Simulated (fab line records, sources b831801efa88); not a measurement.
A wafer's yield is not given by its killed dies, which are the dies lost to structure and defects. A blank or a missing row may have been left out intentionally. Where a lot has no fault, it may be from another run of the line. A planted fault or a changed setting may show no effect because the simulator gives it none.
Chamber matching | flow sky130 | cmp-02 running SKY_VIA1_CMP_02: 4 sister chambers
The step polishes SiO2. 4 wafers are shown with their chamber, then 6 later ones without.

== EACH WAFER AND ITS CHAMBER ==
wafer  | chamber | motor_current_A (A)
L560.4 | 0       | 12.5
L568.5 | 3       | 11.8
L573.1 | 2       | 11.4
L573.3 | 1       | 11.9

== WAFERS WITHOUT THEIR CHAMBER ==
wafer  | motor_current_A (A)
L573.5 | 11.6
L572.2 | 11.9
L572.5 | 12.7
L576.1 | 11.7
L576.4 | 11.2
L576.5 | 12.0

== WHICH CHAMBER EACH WENT THROUGH ==
wafer  | from the rows above          | in truth
L573.5 | can't be placed: 2 or 3 or 1 | 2
L572.2 | can't be placed: 1 or 3      | 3
L572.5 | 0                            | 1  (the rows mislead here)
L576.1 | can't be placed: 3 or 1 or 2 | 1
L576.4 | 2                            | 2
L576.5 | can't be placed: 1 or 3      | 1
Placed correctly: 1 of 6. From these rows, 4 cannot be placed; in 4 the true chamber is one of the candidates. 1 placed wrongly.
How it was worked out, from the rows above alone: a wafer's distance from a chamber is the root of the sum, over the readings, of the square of ((its reading less the chamber's mean) divided by the reading's scatter). The wafer belongs to the nearest chamber; if the next one is less than 2 further off, it can't be placed. A chamber's mean is the mean of its shown wafers. The scatter (one wafer shown for each chamber): square how far every hidden wafer sits from the nearest shown wafer, average those squares and take the square root.
